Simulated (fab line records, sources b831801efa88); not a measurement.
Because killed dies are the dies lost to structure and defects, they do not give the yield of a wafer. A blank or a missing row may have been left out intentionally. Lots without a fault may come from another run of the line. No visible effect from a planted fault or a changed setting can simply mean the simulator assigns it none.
2 desks looking at one fault / flow gf180mcu / only its own numbers are on each desk; what lay behind them is given at the end

== THE METROLOGY DESK ==
Means of the sampled wafers that have a number, per lot and without regard to the tool the lot ran on: this is what the gauges read. The brackets show how far a lot's mean lies from the usual mean; more than 4 standard deviations puts the lot out of limits, marked OUT.
Columns: A = M4_ALCU_RS at GF_M4_RS_MEAS_05, usual 0.0694 ohm/sq; B = M4_ALCU_THK at GF_M4_THK_MEAS_06, usual 457 nm; C = cd nm at GF_M4_CD_MEAS_14, usual 280.3 nm; D = M4_OVL at GF_M4_OVL_MEAS_15, usual -2 nm
lot=L563; first seen here=day 23 09:26; A=0.0698; B=455; C=280.2; D=-1
lot=L565; first seen here=day 23 20:01; A=0.0697; B=455; C=278.0; D=-2
lot=L567; first seen here=day 24 16:47; A=0.0696; B=458; C=280.1; D=-6
lot=L571; first seen here=day 26 00:02; A=0.0701; B=452; C=281.5; D=-9
lot=L580; first seen here=day 28 18:52; A=0.0694; B=456; C=280.3; D=5
lot=L584; first seen here=day 29 18:31; A=0.0703; B=454; C=281.0; D=-5
This desk's verdict: no lot among the 6 shows anything out of limits.

== FOR THE TOOL OWNER'S DESK: rie metal-01 ==
The tool's own readings at GF_M4_METAL_ETCH_16 (etches the open film in Cl2/BCl3, stops on SiO2, target depth 750.8 nm, time 125.1 s): means of the sampled wafers that have a number, for each lot that ran on this tool. The brackets show how far a lot's mean lies from the usual mean; more than 4 standard deviations puts the lot out of limits, marked OUT.
Columns: A = drypump motor current A at GF_M4_METAL_ETCH_16, usual 6.0 A; B = oes product au at GF_M4_METAL_ETCH_16, usual 0.988 a.u.; C = run length s at GF_M4_METAL_ETCH_16, usual 153.2 s; D = throttle valve pct at GF_M4_METAL_ETCH_16, usual 28.232 %
lot=L565; first seen here=day 24 17:33; A=6.1; B=0.987; C=152.8; D=28.228
lot=L567; first seen here=day 25 14:11; A=5.7; B=1.007; C=147.8 (-11) OUT; D=28.204
lot=L571; first seen here=day 26 20:53; A=5.4; B=1.001; C=147.8 (-11) OUT; D=28.226
This desk finds L567, L571 out of limits, L567 being first, at day 25 14:11 (run length s at GF_M4_METAL_ETCH_16). L565: within limits.

== PUT TOGETHER ==
At day 25 14:11, on L567, L571, the tool owner's desk was in a position to raise an alarm.
From the metrology desk's view, nothing was out of limits.
The metrology desk has L567, L571 on record, within its limits.
All the named lots went through GF_M4_METAL_ETCH_16 on rie metal-01.

== WHAT HAD BEEN PUT IN BY THE SIMULATOR ==
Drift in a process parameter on rie metal-01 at GF_M4_METAL_ETCH_16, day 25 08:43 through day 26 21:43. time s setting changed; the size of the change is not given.
Struck lots among those shown: L567, L571.
Time in hours from fault onset to the first out-of-limits reading at each desk: the tool owner's desk, 5.
